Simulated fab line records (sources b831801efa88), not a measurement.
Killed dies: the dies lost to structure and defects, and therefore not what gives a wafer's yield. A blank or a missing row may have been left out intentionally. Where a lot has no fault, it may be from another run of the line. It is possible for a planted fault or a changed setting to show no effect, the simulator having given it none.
Comparing a struck lot with a sound one :: flow sky130 :: 17 steps out of a route of 708
Sound: these wafers, L251.2, L251.4, L251.5. Wafers struck: L264.3, L264.4, L264.5. Last of all comes the cause.
At each step with rows: each side's tool, then ch and its chambers, then its first start. Under that, the readings that differ: sound wafers :: struck wafers :: difference of the means :: sigmas: that difference in standard deviations of wafers without a fault.
alike: readings whose means differ by less than 2 such deviations, and words and numbers that are the same on both sides. not compared: withheld readings, readings that some wafer has no value for, bounds like >300 that may hide the same value, and numbers for which the record gives no deviation and whose values overlap.
The two part at a step that has a row with sigmas, a row that says differs or no value, or rows on one side only. Numbers that have no deviation but don't overlap get no sigmas and don't part them. A reading missing from all wafers of one side parts the sides only when that side holds two or more wafers.

first, 2 steps without rows for these wafers: SKY_NWELL_IMPLANT_12; SKY_NWELL_IMPLANT_13.
SKY_NWELL_STRIP_14: strips in O2/N2.
  sound on plasma-asher-01 ch 0,1, day 4 22:39; struck on plasma-asher-02 ch 0,1, day 8 02:34
  alike: drypump-motor-current-A, oes-product-au, strip-time-to-endpoint-s
  not compared: rf-hours-counter-h
SKY_NWELL_TW_MEAS_15:
  sound: film-metro-04 at day 4 22:46; struck: film-metro-04 at day 8 02:40
  alike: NWELL_TW
then, 7 steps without rows for these wafers: SKY_NWELL_DEHYDRATE_16 (time 60 s); SKY_NWELL_HMDS_17 (prime time 60 s); SKY_NWELL_COAT_18 (resist thk 3000 nm); SKY_NWELL_SOFTBAKE_19; SKY_NWELL_EXPOSE_20 (exposes mask NWM COMPLEMENT, target cd 840 nm); SKY_NWELL_PEB_21; SKY_NWELL_DEVELOP_22 (develop time 60 s).
SKY_NWELL_OVL_MEAS_23:
  sound: overlay-01 at day 5 17:04; struck: overlay-02 at day 8 22:47
  alike: NWELL_01_OVL
SKY_NWELL_IMPLANT_24:
  sound on implanter-03 ch 0, day 5 17:07; struck on implanter-01 ch 0, day 8 22:51
reading: dose-ions-cm2
sound: 9.189e+12 9.193e+12 9.18e+12
struck: 1.0312e+13 1.0305e+13 1.0316e+13
difference: +1.1237e+12
sigmas: +99 or more

reading: faraday-current-uA
sound: 51.6 52.2 50.2
struck: 57.9 57.3 58.1
difference: +6.4
sigmas: +6
  alike: end-station-pressure-torr
SKY_NWELL_STRIP_25: strips in O2/N2.
  sound on plasma-asher-01 ch 1, day 5 17:15; struck on plasma-asher-02 ch 0,1, day 8 22:59
  alike: drypump-motor-current-A, oes-product-au, strip-time-to-endpoint-s
  not compared: rf-hours-counter-h
SKY_NWELL_TW_MEAS_26:
  sound: film-metro-02 at day 5 17:22; struck: film-metro-04 at day 8 23:04
reading: NWELL_2_TW
sound: 497 494 495
struck: 519 517 516
difference: +22
sigmas: +4
then, 1 step without rows for these wafers: SKY_NWELL_CLEAN_27 (cleans in SC1/SC2, time 150 s).
-- the record jumps here: 41 days lie between the struck wafers' starts before and after (it left off in module NWELL and takes up again in module PAD_OPEN, whose first step shown is number 708 of the route) --
SKY_PAD_OPEN_PROBE_99:
  sound: prober-02 at day 46 01:23; struck: prober-01 at day 49 17:19
reading: model.etest.pfet_16v.r-on-ohm-um
sound: 1.598e+04 1.621e+04 1.611e+04
struck: 1.515e+04 1.5e+04 1.485e+04
difference: -1.100e+03
sigmas: 

reading: model.etest.res-pwell-under-gate.rs-ohm-sq
sound: 2278 2281 2289
struck: 2102 2111 2113
difference: -174
sigmas: 

reading: model.etest.pfet_16v.drive-ua-um
sound: 228.6 226.4 227.5
struck: 246.3 245.6 250.2
difference: +19.9
sigmas: 

reading: model.etest.field-n.vt-v (V)
sound: 36.35 36.71 36.61
struck: 39.8 39.43 39.45
difference: +3.0
sigmas: 
  alike: killed_at_M0_to_M3, killed_at_M4_up, killed-at-contacts, killed-at-front-end, killed-at-other, killed-dies, killed-on-rim, killed-open, killed-short

== WHERE THEY PART ==
Last at SKY_NWELL_TW_MEAS_26 as far as this record goes, first at SKY_NWELL_IMPLANT_24. Later steps at which nothing parts them and some readings are alike: SKY_PAD_OPEN_PROBE_99.

WHY: what had been put in by the simulator
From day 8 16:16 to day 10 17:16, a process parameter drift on implanter-01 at SKY_NWELL_IMPLANT_24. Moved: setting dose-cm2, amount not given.
